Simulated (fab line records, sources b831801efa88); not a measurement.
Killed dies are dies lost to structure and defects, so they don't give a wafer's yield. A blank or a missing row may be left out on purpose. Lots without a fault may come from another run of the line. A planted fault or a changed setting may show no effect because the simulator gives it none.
Chamber matching | flow sfq_line | SFQ_TRILAYER_I0_CMP_CMP_028 on cmp-02: 4 sister chambers
The step polishes SiO2. 4 wafers are shown with their chamber, then 7 later ones without.

WAFERS WITH THEIR CHAMBER
wafer  | chamber | motor_current_A (A)
L189.5 | 1       | 9.3
L189.6 | 2       | 9.8
L196.1 | 0       | 10.3
L196.3 | 3       | 11.7

WAFERS WITHOUT THEIR CHAMBER
wafer  | motor_current_A (A)
L196.4 | 9.6
L201.2 | 10.8
L201.4 | 9.8
L201.6 | 9.5
L203.4 | 9.8
L203.1 | 9.6
L203.5 | 10.7

WHICH CHAMBER EACH WENT THROUGH
wafer  | from the rows above          | in truth
L196.4 | can't be placed: 2 or 1 or 0 | 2
L201.2 | can't be placed: 0 or 3 or 2 | 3
L201.4 | can't be placed: 2 or 0 or 1 | 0
L201.6 | can't be placed: 1 or 2      | 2
L203.4 | can't be placed: 2 or 0 or 1 | 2
L203.1 | can't be placed: 2 or 1 or 0 | 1
L203.5 | can't be placed: 0 or 2      | 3
Placed correctly: 0 of 7. Can't be placed from these rows: 7 (the true chamber is among the candidates in 6). Placed wrongly: 0.
How it was worked out, from the rows above alone: a wafer's distance from a chamber is the root of the sum, over the readings, of the square of ((its reading less the chamber's mean) divided by the reading's scatter). The wafer belongs to the nearest chamber; if the next one is less than 2 further off, it can't be placed. A chamber's mean is the mean of its shown wafers. The scatter: with one shown wafer a chamber, the root of the mean of the squares of how far each hidden wafer lies from its nearest shown one.
